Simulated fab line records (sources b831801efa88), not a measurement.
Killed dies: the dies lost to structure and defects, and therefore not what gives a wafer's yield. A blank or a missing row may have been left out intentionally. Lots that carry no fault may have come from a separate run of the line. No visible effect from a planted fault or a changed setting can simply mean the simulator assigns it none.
Chamber matching	flow gf180mcu	GF_CONTACT_CMP_27 on cmp-01: 4 sister chambers
The step polishes, stops on SiO2, t overpolish 15 s, target thk 0 nm. 8 wafers are shown with their chamber, then 6 later ones without.

WAFERS, EACH WITH ITS CHAMBER
wafer	chamber	motor current A (A)	slurry flow ml min
L660.1	3	10.6	150.2
L662.2	0	9.3	150.2
L662.3	2	12.7	150.3
L665.1	1	9.4	149.9
L665.2	2	12.4	150.5
L665.3	0	10.2	149.5
L668.1	3	10.8	150.7
L668.4	1	9.4	150.0

WAFERS WITH NO CHAMBER GIVEN
wafer	motor current A (A)	slurry flow ml min
L670.3	12.6	150.7
L670.4	9.5	150.0
L670.6	9.5	149.5
L671.1	10.5	149.6
L671.5	12.6	150.3
L671.6	11.1	149.5

THE CHAMBER EACH PASSED THROUGH
wafer	from the rows above	in truth
L670.3	2	2
L670.4	can't be placed: 1 or 0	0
L670.6	can't be placed: 0 or 1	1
L671.1	can't be placed: 0 or 3 or 1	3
L671.5	2	2
L671.6	can't be placed: 3 or 0 or 2 or 1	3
Correct placement for 2 of the 6. Can't be placed from these rows: 4 (the true chamber is among the candidates in 4). 0 placed wrongly.
How it was worked out, from the rows above alone: a wafer's distance from a chamber is the root of the sum, over the readings, of the square of ((its reading less the chamber's mean) divided by the reading's scatter). The wafer belongs to the nearest chamber; if the next one is less than 2 further off, it can't be placed. Each chamber's mean is taken over the wafers shown for it. The scatter is the square root of a quotient: the sum, over the shown wafers, of each reading's squared deviation from its chamber's mean, divided by wafers minus chambers.
